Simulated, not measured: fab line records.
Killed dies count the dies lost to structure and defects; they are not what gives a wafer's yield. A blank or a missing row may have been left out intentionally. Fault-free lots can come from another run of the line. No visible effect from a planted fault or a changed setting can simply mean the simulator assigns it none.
fab line records ; flow sky130
record: lots: 10; wafers: 30; last_day: 50
route steps=708 shown CONTACT@421 VIA1@471 VIA4@657 PAD_OPEN@708
lots that met no fault: from a run of the same line without faults
start_h: hours from the record's first day to the start of the lot's first wafer shown ; wait_h: how many hours have passed since the lot's step before this one ; " same as the row above ; L1.1+2: one row covering several wafers at once ; - either no value or no given start ; * or withheld: withheld ; < > ~ a bound
route shown NAME@n: NAME is a module with steps in the file, n the number in the route of the first one ; usual: mean/standard deviation of fault-free wafers ; same: alike in all rows ; chamber/n: place in a boat ; sites: the reading at each site ; _std_site: the standard deviation of these ; _edge_site: outer sites' mean less inner sites' ; radius_mm: for every site, how far away it sits from the centre of the wafer ; mask NAME#n: copy n ; behind: the last tool/chamber to shape the wafer ; hold: the reason the lot was held/the length of the hold in hours/how it ended ; device: transistor that didn't switch, given as n, p or np ; end of line: tests of these same wafers at the route's end ; where a step has no rows: the recipe by itself ; killed: not the wafer's yield, but the dies lost to structure and defects at the first sort ; map: the dies of a wafer, with x for killed, . for not killed, _ for no die there
set.NAME: setting as actually run; set.NAME@STEP: the setting as run at that earlier step ; model.NAME: the simulator's own value behind a step, which no gauge read
one table for each step of the route and one row for each wafer, over a sample of lots
services: when a tool's chamber went out of use (start_h, in hours from the record's first day, below 0 if earlier), for how many hours, and the reason
== steps ==
step: SKY_CONTACT_OVL_MEAS_15
usual: CONTACT_OVL: 1/5.5
lot.wafer;tool;chamber;start_h;wait_h;CONTACT_OVL[nm]
L720.2;overlay-01;-;723.64;0.1;12
L720.4;overlay-01;-;723.64;0.1;6
L720.5;overlay-01;-;723.64;0.1;9
L723.1;overlay-01;-;743.88;0.1;0
L723.5;overlay-01;-;743.88;0.1;3
L723.6;overlay-01;-;743.88;0.1;-7
L726.1;overlay-02;-;790.28;0.1;-4
L726.4;overlay-02;-;790.28;0.1;-2
L726.5;overlay-02;-;790.28;0.1;-8
L725.1;overlay-02;-;793.73;0.1;4
L725.3;overlay-02;-;793.73;0.1;6
L725.5;overlay-02;-;793.73;0.1;8
L731.1;overlay-02;-;815.21;0.1;3
L731.2;overlay-02;-;815.21;0.1;7
L731.3;overlay-02;-;815.21;0.1;7
L737.3;overlay-02;-;862.23;0.1;0
L737.5;overlay-02;-;862.23;0.1;-7
L737.6;overlay-02;-;862.23;0.1;0
L740.1;overlay-02;-;884.31;0.1;-1
L740.2;overlay-02;-;884.31;0.1;3
L740.6;overlay-02;-;884.31;0.1;-4
L741.1;overlay-02;-;885.12;0.1;11
L741.2;overlay-02;-;885.12;0.1;5
L741.3;overlay-02;-;885.12;0.1;10
L742.2;overlay-01;-;897.18;0.1;2
L742.3;overlay-01;-;897.18;0.1;1
L742.6;overlay-01;-;897.18;0.1;1
L743.2;overlay-02;-;906.33;0.1;9
L743.3;overlay-02;-;906.33;0.1;9
L743.5;overlay-02;-;906.33;0.1;6
step: SKY_CONTACT_ETCH_16
recipe: chemistry: N2/H2; target: BARC; ion_energy_ev: 200; source_w: 500; bias_w: 100; pressure_mtorr: 30; n2_flow_sccm: 100; h2_flow_sccm: 200; stop_on: SiO2; time_s: 45.9; target_depth_a: 600
usual: drypump_motor_current_A: 5.6/0.35; oes_product_au: 0.854/0.0044; throttle_valve_pct: 13.225/0.0093
lot.wafer;tool;chamber;start_h;wait_h;drypump_motor_current_A;oes_product_au;rf_hours_counter_h;throttle_valve_pct
L720.2;rie_diel-01;0;723.67;0.0;5.8;0.859;50;13.232
L720.4;rie_diel-01;3;723.67;0.0;6.5;0.858;-;13.209
L720.5;rie_diel-01;1;723.67;0.0;6.2;0.860;-;13.235
L723.1;rie_diel-04;2;743.92;0.0;5.9;0.857;31;13.212
L723.5;rie_diel-04;3;743.92;0.0;5.4;0.850;-;13.222
L723.6;rie_diel-04;2;743.92;0.0;5.9;0.855;-;13.224
L726.1;rie_diel-01;1;790.32;0.0;6.2;0.855;15;13.227
L726.4;rie_diel-01;1;790.32;0.0;6.2;0.860;-;13.215
L726.5;rie_diel-01;3;790.32;0.0;6.5;0.854;-;13.233
L725.1;rie_diel-03;0;793.77;0.0;5.6;0.857;21;13.224
L725.3;rie_diel-03;1;793.77;0.0;5.4;0.854;21;13.234
L725.5;rie_diel-03;1;793.77;0.0;5.4;0.858;-;13.222
L731.1;rie_diel-04;1;815.25;0.0;5.1;0.853;8;13.236
L731.2;rie_diel-04;2;815.25;0.0;5.9;0.859;33;13.217
L731.3;rie_diel-04;3;815.25;0.0;5.4;0.851;1;13.229
L737.3;rie_diel-03;3;862.26;0.0;5.4;0.852;10;13.226
L737.5;rie_diel-03;0;862.26;0.0;5.6;0.851;-;13.241
L737.6;rie_diel-03;1;862.26;0.0;5.4;0.858;-;13.218
L740.1;rie_diel-04;1;884.35;0.0;5.1;0.857;11;13.232
L740.2;rie_diel-04;0;884.35;0.0;5.7;0.853;2;13.229
L740.6;rie_diel-04;1;884.35;0.0;5.1;0.869;-;13.230
L741.1;rie_diel-03;2;885.16;0.0;5.4;0.848;14;13.221
L741.2;rie_diel-03;1;885.16;0.0;5.4;0.853;25;13.235
L741.3;rie_diel-03;0;885.16;0.0;5.6;0.855;25;13.211
L742.2;rie_diel-01;0;897.21;0.0;5.8;0.855;1;13.222
L742.3;rie_diel-01;2;897.21;0.0;5.6;0.863;0;13.226
L742.6;rie_diel-01;3;897.21;0.0;6.4;0.859;-;13.223
L743.2;rie_diel-03;3;906.36;0.0;5.4;0.852;11;13.216
L743.3;rie_diel-03;1;906.36;0.0;5.4;0.853;26;13.224
L743.5;rie_diel-03;3;906.36;0.0;5.4;0.856;-;13.214
step: SKY_VIA1_OVL_MEAS_13
usual: VIA1_OVL: 1/5
lot.wafer;tool;chamber;start_h;wait_h;VIA1_OVL[nm]
L720.2;overlay-01;-;780.61;0.1;3
L720.4;overlay-01;-;780.61;0.1;2
L720.5;overlay-01;-;780.61;0.1;7
L723.1;overlay-02;-;801.56;0.1;-2
L723.5;overlay-02;-;801.56;0.1;4
L723.6;overlay-02;-;801.56;0.1;2
L726.1;overlay-02;-;847.87;0.1;6
L726.4;overlay-02;-;847.87;0.1;2
L726.5;overlay-02;-;847.87;0.1;4
L725.1;overlay-01;-;851.46;0.1;-7
L725.3;overlay-01;-;851.46;0.1;-4
L725.5;overlay-01;-;851.46;0.1;-7
L731.1;overlay-01;-;872.46;0.1;-1
L731.2;overlay-01;-;872.46;0.1;9
L731.3;overlay-01;-;872.46;0.1;2
L737.3;overlay-01;-;917.47;0.1;8
L737.5;overlay-01;-;917.47;0.1;5
L737.6;overlay-01;-;917.47;0.1;8
L740.1;overlay-01;-;938.07;0.1;-13
L740.2;overlay-01;-;938.07;0.1;-3
L740.6;overlay-01;-;938.07;0.1;-3
L741.1;overlay-01;-;939.37;0.1;-7
L741.2;overlay-01;-;939.37;0.1;-8
L741.3;overlay-01;-;939.37;0.1;-5
L742.2;overlay-01;-;949.28;0.1;-1
L742.3;overlay-01;-;949.28;0.1;2
L742.6;overlay-01;-;949.28;0.1;3
L743.2;overlay-02;-;958.48;0.1;6
L743.3;overlay-02;-;958.48;0.1;9
L743.5;overlay-02;-;958.48;0.1;0
step: SKY_VIA4_CVD_18
recipe: material: W; target_thk_nm: 505; time_s: 152.14; temp_c: 400; pressure_torr: 40
usual: heater_power_outer_w: 525/24; heater_power_w: 840/17
lot.wafer;tool;chamber;start_h;wait_h;heater_power_outer_w;heater_power_w;since_wet_clean_h
L720.2;cvd_w-02;1;997.51;0.0;547;855;80
L720.4;cvd_w-02;0;997.51;0.0;496;835;-
L720.5;cvd_w-02;0;997.51;0.0;519;846;-
L723.1;cvd_w-01;0;1013.37;0.0;502;847;609
L723.5;cvd_w-01;0;1013.37;0.0;507;827;-
L723.6;cvd_w-01;1;1013.37;0.0;488;823;-
L726.1;cvd_w-02;1;1050.73;0.0;559;859;133
L726.4;cvd_w-02;1;1050.73;0.0;548;848;-
L726.5;cvd_w-02;0;1050.73;0.0;496;828;-
L725.1;cvd_w-02;1;1057.12;0.0;557;854;139
L725.3;cvd_w-02;0;1057.12;0.0;521;851;-
L725.5;cvd_w-02;1;1057.12;0.0;562;843;-
L731.1;cvd_w-02;1;1072.01;0.0;563;853;154
L731.2;cvd_w-02;0;1072.01;0.0;519;870;154
L731.3;cvd_w-02;0;1072.01;0.0;513;859;-
L737.3;cvd_w-01;1;1109.99;0.1;504;813;-
L737.5;cvd_w-01;0;1109.99;0.1;497;828;-
L737.6;cvd_w-01;1;1109.99;0.1;498;831;-
L740.1;cvd_w-02;0;1126.70;0.0;510;840;209
L740.2;cvd_w-02;1;1126.70;0.0;551;851;209
L740.6;cvd_w-02;0;1126.70;0.0;529;839;-
L741.1;cvd_w-02;0;1127.74;0.0;510;844;210
L741.2;cvd_w-02;1;1127.74;0.0;563;855;210
L741.3;cvd_w-02;1;1127.74;0.0;551;846;-
L742.2;cvd_w-02;0;1133.41;0.0;523;833;215
L742.3;cvd_w-02;1;1133.41;0.0;571;827;-
L742.6;cvd_w-02;1;1133.41;0.0;565;836;-
L743.2;cvd_w-02;0;1143.15;0.0;512;824;225
L743.3;cvd_w-02;1;1143.15;0.0;562;848;-
L743.5;cvd_w-02;0;1143.15;0.0;524;840;-
step: SKY_VIA4_RS_MEAS_19
recipe: thk_meas_gauge: four-point-probe; reads: W_of_VIA4_CVD_18+TiN_of_VIA4_SPUTTER_17
usual: VIA4_W_RS: 0.2270/0.0026
lot.wafer;tool;chamber;start_h;wait_h;VIA4_W_RS[ohm/sq]
L720.2;film_metro-04;-;997.68;0.1;0.2287
L720.4;film_metro-04;-;997.68;0.1;0.2287
L720.5;film_metro-04;-;997.68;0.1;0.2297
L723.1;film_metro-04;-;1013.52;0.1;0.2288
L723.5;film_metro-04;-;1013.52;0.1;0.2302
L723.6;film_metro-04;-;1013.52;0.1;0.2248
L726.1;film_metro-04;-;1050.88;0.1;0.2244
L726.4;film_metro-04;-;1050.88;0.1;0.2265
L726.5;film_metro-04;-;1050.88;0.1;0.2286
L725.1;film_metro-02;-;1057.27;0.1;0.1430
L725.3;film_metro-02;-;1057.27;0.1;0.2290
L725.5;film_metro-02;-;1057.27;0.1;0.1414
L731.1;film_metro-03;-;1072.16;0.1;0.1420
L731.2;film_metro-03;-;1072.16;0.1;0.2266
L731.3;film_metro-03;-;1072.16;0.1;0.2268
L737.3;film_metro-03;-;1110.13;0.1;0.2214
L737.5;film_metro-03;-;1110.13;0.1;0.2276
L737.6;film_metro-03;-;1110.13;0.1;0.2222
L740.1;film_metro-04;-;1126.86;0.1;0.2295
L740.2;film_metro-04;-;1126.86;0.1;0.2284
L740.6;film_metro-04;-;1126.86;0.1;0.2283
L741.1;film_metro-02;-;1127.89;0.1;0.2263
L741.2;film_metro-02;-;1127.89;0.1;0.2245
L741.3;film_metro-02;-;1127.89;0.1;0.2255
L742.2;film_metro-02;-;1133.58;0.1;0.2279
L742.3;film_metro-02;-;1133.58;0.1;0.2282
L742.6;film_metro-02;-;1133.58;0.1;0.2284
L743.2;film_metro-04;-;1143.32;0.1;0.2275
L743.3;film_metro-04;-;1143.32;0.1;0.2260
L743.5;film_metro-04;-;1143.32;0.1;0.2295
step: SKY_VIA4_THK_MEAS_20
recipe: thk_meas_gauge: xrf; reads: W_of_VIA4_CVD_18
usual: VIA4_W_THK: 518/7
lot.wafer;tool;chamber;start_h;wait_h;VIA4_W_THK[nm]
L720.2;film_metro-04;-;997.79;0.1;515
L720.4;film_metro-04;-;997.79;0.1;515
L720.5;film_metro-04;-;997.79;0.1;513
L723.1;film_metro-04;-;1013.64;0.1;519
L723.5;film_metro-04;-;1013.64;0.1;514
L723.6;film_metro-04;-;1013.64;0.1;526
L726.1;film_metro-04;-;1051.00;0.1;531
L726.4;film_metro-04;-;1051.00;0.1;523
L726.5;film_metro-04;-;1051.00;0.1;522
L725.1;film_metro-02;-;1057.39;0.1;837
L725.3;film_metro-02;-;1057.39;0.1;516
L725.5;film_metro-02;-;1057.39;0.1;841
L731.1;film_metro-03;-;1072.28;0.1;843
L731.2;film_metro-03;-;1072.28;0.1;516
L731.3;film_metro-03;-;1072.28;0.1;518
L737.3;film_metro-03;-;1110.23;0.1;529
L737.5;film_metro-03;-;1110.23;0.1;511
L737.6;film_metro-03;-;1110.23;0.1;527
L740.1;film_metro-04;-;1126.98;0.1;508
L740.2;film_metro-04;-;1126.98;0.1;512
L740.6;film_metro-04;-;1126.98;0.1;516
L741.1;film_metro-02;-;1128.01;0.1;517
L741.2;film_metro-02;-;1128.01;0.1;522
L741.3;film_metro-02;-;1128.01;0.1;520
L742.2;film_metro-02;-;1133.69;0.1;517
L742.3;film_metro-02;-;1133.69;0.1;512
L742.6;film_metro-02;-;1133.69;0.1;517
L743.2;film_metro-04;-;1143.43;0.1;515
L743.3;film_metro-04;-;1143.43;0.1;522
L743.5;film_metro-04;-;1143.43;0.1;511
step: SKY_VIA4_CMP_21
recipe: stop_on: SiO2; t_overpolish_s: 25; down_force_psi: 3.5; platen_rpm: 60; target_thk_nm: 0; pad_velocity_m_s: 0.94248
usual: motor_current_A: 11.2/1.1; time_to_endpoint_s: 123/4.3
lot.wafer;tool;chamber;start_h;wait_h;motor_current_A;time_to_endpoint_s
L720.2;cmp-01;2;997.89;0.1;10.1;129
L720.4;cmp-01;3;997.89;0.1;12.7;122
L720.5;cmp-01;1;997.89;0.1;11.8;119
L723.1;cmp-01;0;1013.70;0.1;10.3;121
L723.5;cmp-01;0;1013.70;0.1;10.1;123
L723.6;cmp-01;1;1013.70;0.1;11.2;124
L726.1;cmp-01;0;1051.11;0.1;10.2;125
L726.4;cmp-01;1;1051.11;0.1;11.2;121
L726.5;cmp-01;3;1051.11;0.1;12.3;119
L725.3;cmp-02;0;1057.45;0.0;12.0;132
L725.1;cmp-02;2;1057.45;0.0;11.2;205
L725.5;cmp-02;0;1057.45;0.0;12.3;205
L731.3;cmp-01;3;1072.39;0.1;13.5;125
L731.1;cmp-01;0;1072.39;0.1;10.3;201
L731.2;cmp-01;1;1072.39;0.1;11.1;124
L737.3;cmp-01;2;1110.42;0.2;10.0;127
L737.5;cmp-01;3;1110.42;0.2;12.9;121
L737.6;cmp-01;0;1110.42;0.2;10.6;127
L740.2;cmp-01;2;1127.30;0.3;10.2;126
L740.1;cmp-01;0;1127.30;0.3;10.4;126
L740.6;cmp-01;2;1127.30;0.3;10.2;125
L741.3;cmp-01;0;1129.55;1.5;10.8;132
L741.2;cmp-01;2;1129.55;1.5;10.2;130
L741.1;cmp-01;3;1129.55;1.5;13.5;123
L742.2;cmp-01;2;1134.05;0.4;10.0;130
L742.3;cmp-01;1;1134.05;0.4;11.3;132
L742.6;cmp-01;2;1134.05;0.4;10.2;128
L743.3;cmp-02;0;1143.48;0.0;12.4;125
L743.2;cmp-02;3;1143.48;0.0;10.9;119
L743.5;cmp-02;0;1143.48;0.0;12.6;120
step: SKY_PAD_OPEN_PROBE_99
usual: defect_limited_yield: 82.5/1.9; killed_at_M0_to_M3: 44/6.4; killed_at_M4_up: 3.4/2.1; killed_at_contacts: 23/5; killed_at_front_end: 15/4.5; killed_at_other: 0.3/0.54; killed_dies: 86/9.5; killed_open: 48/6.9; killed_short: 38/5.9; sort_bin_3_pad_short: 0.8/0.44; sort_bin_5_function: 10.5/1.6; sort_bin_6_memory: 6.1/1.1; sort_n_pass: 406/9.5; sort_yield_pct: 82.5/1.9
same: gross_dies: 492; killed_at_back_side: 0; sort_bin_4_leakage[%]: 0; sort_bin_8_speed[%]: 0
lot.wafer;tool;chamber;start_h;wait_h;defect_limited_yield[%];killed_at_M0_to_M3;killed_at_M4_up;killed_at_contacts;killed_at_front_end;killed_at_other;killed_dies;killed_open;killed_short;sort_bin_3_pad_short[%];sort_bin_5_function[%];sort_bin_6_memory[%];sort_n_pass;sort_yield_pct[%]
L740.1;prober-01;-;1182.29;0.1;82.9;43;3;26;12;0;84;44;40;1.2;9.1;6.7;408;82.9
L740.2;prober-01;-;1182.34;0.1;80.3;40;5;35;16;1;97;59;38;0.8;11.8;7.1;395;80.3
L740.6;prober-01;-;1182.54;0.2;83.5;35;3;25;18;0;81;49;32;1.6;10.0;4.9;411;83.5
killed by level:class
L740.1 VIA1:geometric_particle:open=11 CONTACT:geometric_particle:open=10 LI_CONTACT:geometric_particle:open=7 METAL2:geometric_particle:short=7 VIA3:geometric_particle:open=6 FIELD_ISO:geometric_particle:short=5 CONTACT:geometric_particle:short=4 METAL1:geometric_particle:short=4
L740.2 CONTACT:geometric_particle:open=11 VIA2:geometric_particle:open=9 LI_CONTACT:geometric_particle:open=8 VIA1:geometric_particle:open=8 METAL2:geometric_particle:short=7 POLY_GATE:geometric_particle:short=6 LOCAL_INTERCONNECT:geometric_particle:open=6 VIA3:geometric_particle:open=5
L740.6 LI_CONTACT:geometric_particle:open=9 VIA1:geometric_particle:open=7 VIA2:geometric_particle:open=7 VIA3:geometric_particle:open=6 CONTACT:geometric_particle:short=6 CONTACT:geometric_particle:open=6 FIELD_ISO:geometric_particle:short=5 POLY_GATE:geometric_particle:open=4
== services ==
tool;chamber;start_h;hours;kind
cmp-02;-;707.92;2.5;repair
cvd_w-02;0;713.06;20.5;repair
rie_diel-01;2;715.58;132.0;repair
cmp-01;-;731.43;3.2;pm
cmp-01;-;737.75;0.8;repair
cmp-02;-;744.76;4.0;pm
cvd_w-02;-;769.83;0.5;repair
rie_diel-03;3;770.08;9.0;repair
rie_diel-01;1;783.46;3.8;repair
cmp-02;-;796.94;5.2;pm
cvd_w-02;-;798.67;0.3;repair
cmp-01;-;803.08;0.3;repair
cmp-01;-;812.12;0.4;repair
rie_diel-04;-;861.17;4.3;pm
rie_diel-04;0;869.69;2.9;repair
rie_diel-01;3;902.38;2.9;repair
cvd_w-02;-;904.00;14.0;pm
cmp-01;-;912.26;4.0;pm
rie_diel-03;1;938.79;5.1;repair
rie_diel-01;0;1041.95;8.5;repair
rie_diel-04;1;1050.04;2.7;repair
cvd_w-02;1;1073.38;10.2;repair
cmp-01;-;1127.60;1.4;repair
cmp-01;-;1143.62;5.2;pm
== key ==
first_sign: step: SKY_VIA4_RS_MEAS_19; reading: VIA4_W_RS; direction: down; sigmas: 32; usual: 0.2270; struck: 0.1421
effect: step: SKY_VIA4_THK_MEAS_20; reading: VIA4_W_THK; direction: up; sigmas: 46; usual: 518; struck: 841
effect: step: SKY_VIA4_CMP_21; reading: time_to_endpoint_s; direction: up; sigmas: 19; usual: *; struck: *
met_at SKY_VIA4_CVD_18
struck_lots L725,L731
struck_wafers L725.1,L725.5,L731.1
not_acting_at SKY_CONTACT_OVL_MEAS_15,SKY_CONTACT_ETCH_16,SKY_VIA1_OVL_MEAS_13
onset_between 1050.73 1057.12
fault: kind: process_parameter_drift; tool: cvd_w-02; chamber: 1; onset_h: 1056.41; steps: SKY_VIA4_CVD_18; channel: target_thk_nm; offset: 299.85; shape: step; end_h: 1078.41; acts_in: these_recipes_only; stated: 505
